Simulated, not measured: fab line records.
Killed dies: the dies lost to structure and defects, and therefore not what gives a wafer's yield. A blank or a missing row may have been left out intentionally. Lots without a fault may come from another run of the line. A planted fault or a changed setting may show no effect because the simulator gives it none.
Which tool did it? + flow sfq-line + 14 lots with 42 wafers sampled at 3 steps, on a route of 325 steps

== WHAT THE GAUGES SHOWED, per wafer ==
Not one reading of a measure or inspect step in the record can be checked against a usual standard deviation.

== EACH LOT AND THE TOOL THAT RAN IT (in order: tool; ch and the chambers of the sampled wafers; start) ==
| lot  | SFQ_TRILAYER_I4_CMP_CMP_100   | SFQ_TRILAYER_I4_METRO_MEASURE_101 | SFQ_TRILAYER_I4_VIA_ETCH_VIA_ETCH_106 |
|------|-------------------------------|-----------------------------------|---------------------------------------|
| L804 | cmp-02 ch 0,1,3, day 46 00:27 | film-metro-01, day 46 02:28       | rie-diel-02 ch 0,2,3, day 51 19:26    |
| L805 | cmp-02 ch 0,1, day 46 03:28   | film-metro-01, day 46 06:35       | rie-diel-03 ch 0,2,3, day 51 23:02    |
| L806 | cmp-01 ch 0,1, day 46 04:42   | film-metro-04, day 46 08:25       | rie-diel-01 ch 0,1,3, day 52 00:14    |
| L807 | cmp-01 ch 2,3, day 46 10:42   | film-metro-01, day 46 13:49       | rie-diel-03 ch 0,2,3, day 52 02:38    |
| L808 | cmp-02 ch 0,1, day 46 18:53   | film-metro-02, day 46 21:54       | rie-diel-01 ch 2,3, day 52 08:26      |
| L809 | cmp-01 ch 0,2,3, day 46 22:42 | film-metro-01, day 47 02:01       | rie-diel-02 ch 0,1,3, day 52 12:02    |
| L810 | cmp-01 ch 1,2,3, day 47 05:38 | film-metro-04, day 47 09:10       | rie-diel-02 ch 0,1,2, day 52 19:22    |
| L811 | cmp-01 ch 0,2,3, day 47 09:08 | film-metro-04, day 47 11:46       | rie-diel-01 ch 0,1,3, day 52 22:58    |
| L814 | cmp-02 ch 0,1,2, day 49 05:56 | film-metro-01, day 49 08:15       | rie-diel-01 ch 0,1,2, day 54 15:07    |
| L815 | cmp-01 ch 0,1, day 49 16:02   | film-metro-04, day 49 19:03       | rie-diel-03 ch 0,3, day 55 05:31      |
| L816 | cmp-01 ch 1,2,3, day 49 22:34 | film-metro-04, day 50 01:41       | rie-diel-02 ch 1,2,3, day 55 18:43    |
| L817 | cmp-02 ch 0,2, day 50 01:38   | film-metro-01, day 50 04:16       | rie-diel-01 ch 1,3, day 55 22:19      |
| L818 | cmp-02 ch 0,1,2, day 50 11:28 | film-metro-04, day 50 14:17       | rie-diel-02 ch 1,2,3, day 56 07:24    |
| L823 | cmp-02 ch 1,2,3, day 51 21:25 | film-metro-02, day 51 23:44       | rie-diel-01 ch 0,2, day 57 15:48      |
- SFQ_TRILAYER_I4_CMP_CMP_100: polishes SiO2.
- SFQ_TRILAYER_I4_METRO_MEASURE_101
- SFQ_TRILAYER_I4_VIA_ETCH_VIA_ETCH_106: etches SiO2 in CHF3, stops on Nb, target depth 260 nm.

== AS READ BY THE TOOLS THEMSELVES (means over the sampled wafers that have a number; for cases with no such wafer, the mark the record gives instead) ==
SFQ_TRILAYER_I4_CMP_CMP_100.
| lot  | tool   | motor-current-A (A) | time-to-endpoint-s (s) |
|------|--------|---------------------|------------------------|
| L804 | cmp-02 | 10.7                | 225                    |
| L805 | cmp-02 | 10.1                | 226                    |
| L806 | cmp-01 | 10.8                | 229                    |
| L807 | cmp-01 | 10.2                | 223                    |
| L808 | cmp-02 | 10.9                | 223                    |
| L809 | cmp-01 | 10.7                | 224                    |
| L810 | cmp-01 | 10.2                | 220                    |
| L811 | cmp-01 | 10.5                | 226                    |
| L814 | cmp-02 | 10.7                | 233                    |
| L815 | cmp-01 | 10.1                | 263                    |
| L816 | cmp-01 | 10.4                | 256                    |
| L817 | cmp-02 | 10.9                | 221                    |
| L818 | cmp-02 | 10.5                | 212                    |
| L823 | cmp-02 | 10.4                | 224                    |

SFQ_TRILAYER_I4_METRO_MEASURE_101.
| lot  | tool          | thk-nm (nm) |
|------|---------------|-------------|
| L804 | film-metro-01 | 201.2       |
| L805 | film-metro-01 | 200.4       |
| L806 | film-metro-04 | 201.8       |
| L807 | film-metro-01 | 200.4       |
| L808 | film-metro-02 | 200.0       |
| L809 | film-metro-01 | 200.0       |
| L810 | film-metro-04 | 200.4       |
| L811 | film-metro-04 | 199.4       |
| L814 | film-metro-01 | 200.3       |
| L815 | film-metro-04 | 151.0       |
| L816 | film-metro-04 | 149.9       |
| L817 | film-metro-01 | 200.0       |
| L818 | film-metro-04 | 199.3       |
| L823 | film-metro-02 | 201.0       |

SFQ_TRILAYER_I4_VIA_ETCH_VIA_ETCH_106.
| lot  | tool        | drypump-motor-current-A (A) | oes-product-au (a.u.) |
|------|-------------|-----------------------------|-----------------------|
| L804 | rie-diel-02 | 5.6                         | 0.855                 |
| L805 | rie-diel-03 | 5.7                         | 0.858                 |
| L806 | rie-diel-01 | 6.1                         | 0.861                 |
| L807 | rie-diel-03 | 5.8                         | 0.855                 |
| L808 | rie-diel-01 | 6.3                         | 0.857                 |
| L809 | rie-diel-02 | 6.0                         | 0.856                 |
| L810 | rie-diel-02 | 5.6                         | 0.856                 |
| L811 | rie-diel-01 | 6.1                         | 0.852                 |
| L814 | rie-diel-01 | 6.1                         | 0.860                 |
| L815 | rie-diel-03 | 5.8                         | 0.741                 |
| L816 | rie-diel-02 | 5.6                         | 0.734                 |
| L817 | rie-diel-01 | 6.1                         | 0.854                 |
| L818 | rie-diel-02 | 5.6                         | 0.848                 |
| L823 | rie-diel-01 | 6.1                         | 0.857                 |

== THE ANSWER, worked out from the rows above alone ==
Rule: the lots themselves supply what counts as usual. The widest of any qualifying gaps counts: lots, ordered by their means at a reading, are off when they make up no more than a third of the lots, leave a main group of 4 or more, and stand apart from it by 3 or more times the standard deviation of that group's means. A main group is skipped when, at the precision printed for the reading in the tables above, its means are all equal. Also off: a lot with no number at a reading for which 4 or more lots have one. All remaining lots with rows at the step are treated as sound. First the gauges in route order, then the tools' own readings, where a lot's mean is used as printed above. At the first step where some lot is off, the reading lying furthest off is the one used; lots without a number count as furthest.
Off, at SFQ_TRILAYER_I4_CMP_CMP_100 on time-to-endpoint-s: L815, L816. Mean 224 s and standard deviation 4.9 in the main group.
A tool fits if, at that step or a process step before it, it ran every lot that is off, and no sound lot after the first of them. One candidate fits, namely cmp-01 at SFQ_TRILAYER_I4_CMP_CMP_100. A fault onset in the window from L811 (day 47 09:08, its last sound lot) to L815 (day 49 16:02, its first lot off) fits.
On the lots that are off, the tool's own readings at SFQ_TRILAYER_I4_CMP_CMP_100 differ by more than 5 times the standard deviation of the sound lots' means, which bears it out; time-to-endpoint-s reads 260 s there versus 224 s on the sound lots.

== WHAT THE SIMULATOR PUT IN ==
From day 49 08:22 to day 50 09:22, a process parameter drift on cmp-01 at SFQ_TRILAYER_I4_CMP_CMP_100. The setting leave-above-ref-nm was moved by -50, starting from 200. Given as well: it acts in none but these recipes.
Lots struck among those shown: L815, L816. This agrees with what the rule above found.
